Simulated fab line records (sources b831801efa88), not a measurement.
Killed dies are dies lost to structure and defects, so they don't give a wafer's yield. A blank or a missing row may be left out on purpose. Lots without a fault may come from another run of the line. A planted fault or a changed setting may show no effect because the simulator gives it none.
Code-filled problem report in 8D (eight disciplines) form / flow gf180mcu / the parts of the form that need people (team, actions taken, sign-off) are left out

## 1. THE ISSUE
oes_product_au at GF_CONTACT_STRIP_18 reads a mean of 0.616 a.u. on 3 wafers of 2 lots; wafers without a fault read 0.580 a.u. with a standard deviation of 0.0052. That is +7.0 standard deviations from the usual mean.
The step: strips in O2/N2.
The first sign was on wafer L377.1 at day 17 05:11, on plasma_asher-01. The record has a number at this step for 39 wafers belonging to 13 lots. The rule behind "out" and "out of limits": a value lying over 4 standard deviations away from the usual mean. The other wafers with a number count as sound.

## 2. WHAT IT IS AND WHAT IT IS NOT
question=which readings at this step | is=oes_product_au | is not=drypump_motor_current_A, heater_power_w, platen_temp_c
question=which lots | is=L377, L378 | is not=L374, L375, L376, L389, L390, L391, L392, L393, L395, L396, L397
question=which wafers of those lots | is=L377.1, L378.3, L378.5 | is not=L377.2, L377.3, L378.1
question=read on which tools | is=plasma_asher-01, plasma_asher-03 | is not=plasma_asher-04
question=when | is=from day 17 05:11 | is not=up to then (11 sound wafers); but 25 sound wafers of L378, L389, L390, L391, L392, L393, L395, L396, L397 came after

## 3. SUSPECTS, AND WHAT RULES EACH OUT
Counting: if a tool at a process step up to the reading ran every lot that is out, it stays a suspect. Sound lots after the first of them don't rule it out here, since some wafers of a struck lot are sound.
- rie_diel-03 at GF_CONTACT_ETCH_17 (etches SiO2 in C4F8/O2/Ar, stops on CoSi2, target depth 860 nm): kept. Ran every lot that is out, first one L377 (day 17 05:00); last sound lot up to then L376 (day 16 21:00).
- In rie_diel-03 at GF_CONTACT_ETCH_17, the wafers that are out were processed in chamber 0 and their sound lot-mates in chambers 1, 2, 3.
Left after counting: rie_diel-03 at GF_CONTACT_ETCH_17.

## 4. THE CAUSE (what the simulator had put in)
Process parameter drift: rie_diel-03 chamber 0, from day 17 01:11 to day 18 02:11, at GF_CONTACT_ETCH_17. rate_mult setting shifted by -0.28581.
The count eliminated every tool but this one.

## 5. THE CHAIN OF EFFECTS, in route order
One row per reading whose mean, taken over the struck wafers that have a number, lies over 3 standard deviations from the usual. Only readings whose record carries a usual standard deviation are examined. hours: median over the lots of the time between each lot's start at the first step of this table that gives one and its start at this step. sigmas: the change, counted in usual standard deviations.
hours=0; step=GF_CONTACT_STRIP_18; reading=oes_product_au; usual=0.580 a.u.; on struck wafers=0.616; change=+0.036; sigmas=+7.0
hours=306; step=GF_PASSIVATION_PROBE_99; reading=killed_at_contacts; usual=5.4; on struck wafers=324.3; change=+318.9; sigmas=+99 or more
hours=306; step=GF_PASSIVATION_PROBE_99; reading=killed_dies; usual=48; on struck wafers=363; change=+315; sigmas=+45
hours=306; step=GF_PASSIVATION_PROBE_99; reading=killed_on_rim; usual=9.4; on struck wafers=45.7; change=+36.3; sigmas=+13
Its process steps:
- GF_CONTACT_STRIP_18: strips in O2/N2.
- GF_PASSIVATION_PROBE_99

## 6. HOW IT WOULD HAVE BEEN CAUGHT EARLIER
First out-of-limits reading in this record: day 17 05:11, which is 4 hours after fault onset at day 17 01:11.
No tool reading at GF_CONTACT_ETCH_17 that has a usual standard deviation in the record was out on any struck wafer, so an alarm limit of 4 standard deviations on those readings would not have fired.
Lots out: 2; of these, L378 started GF_CONTACT_ETCH_17 on rie_diel-03 after day 17 05:11. Had the tool been put on hold then, it would have been spared.
